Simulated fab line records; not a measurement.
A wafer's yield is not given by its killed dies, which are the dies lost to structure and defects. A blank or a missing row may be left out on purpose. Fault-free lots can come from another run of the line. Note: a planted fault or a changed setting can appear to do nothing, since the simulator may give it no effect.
One fault seen from 2 desks | flow gf180mcu | numbers are kept per desk, each desk with only its own; the story behind them comes last

== METROLOGY DESK ==
Lot by lot, what the gauges showed, no matter which tool ran the lot: averages of those sampled wafers that carry a number. Marked OUT: a lot whose mean sits more than 4 standard deviations from the usual mean, which makes it out of limits; the brackets give that distance.
Columns: A = V3_BOW at GF_V3_BOW_MEAS_05, usual 117 um; B = V3_OVL at GF_V3_OVL_MEAS_15, usual 0 nm
lot  | first seen here | A   | B
L564 | day 21 12:16    | 114 | -0
L565 | day 21 20:35    | 123 | 1
L566 | day 22 09:32    | 126 | 2
L569 | day 23 09:08    | 108 | -9
L570 | day 23 18:16    | 115 | 10
L571 | day 24 07:09    | 96  | -2
L572 | day 24 12:34    | 115 | 1
L573 | day 24 17:28    | 123 | 5
L574 | day 25 02:58    | 113 | -5
L575 | day 25 14:05    | 114 | -3
L582 | day 27 13:16    | 93  | 7
L583 | day 27 17:29    | 94  | -7
L584 | day 27 23:16    | 87  | -6
L586 | day 28 17:17    | 126 | 0
L587 | day 28 20:52    | 125 | 10
This desk's verdict: no lot among the 15 shows anything out of limits.

== FOR THE TOOL OWNER'S DESK: hdpcvd-02 ==
The tool's own readings at GF_V3_CVD_00 (deposits SiO2, target thk 600 nm, time 100 s): means of the sampled wafers that have a number, for each lot that ran on this tool. Marked OUT: a lot whose mean sits more than 4 standard deviations from the usual mean, which makes it out of limits; the brackets give that distance.
Columns: A = pressure_mtorr at GF_V3_CVD_00, usual 6.002 mTorr; B = run_length_s at GF_V3_CVD_00, usual 128.0 s
lot  | first seen here | A     | B
L564 | day 21 11:42    | 5.993 | 127.8
L566 | day 22 08:59    | 5.992 | 128.1
L570 | day 23 17:37    | 6.012 | 128.3
L571 | day 24 06:33    | 5.999 | 128.0
L572 | day 24 12:00    | 5.999 | 128.2
L574 | day 25 02:22    | 5.987 | 128.3
L575 | day 25 13:31    | 5.997 | 128.2
L586 | day 28 16:26    | 5.996 | 128.0
This desk's verdict: no lot among the 8 shows anything out of limits.

== TAKEN TOGETHER ==
Metrology desk: nothing out of limits seen.
The desk of the tool owner found nothing out of limits.

== WHAT HAD BEEN PUT IN BY THE SIMULATOR ==
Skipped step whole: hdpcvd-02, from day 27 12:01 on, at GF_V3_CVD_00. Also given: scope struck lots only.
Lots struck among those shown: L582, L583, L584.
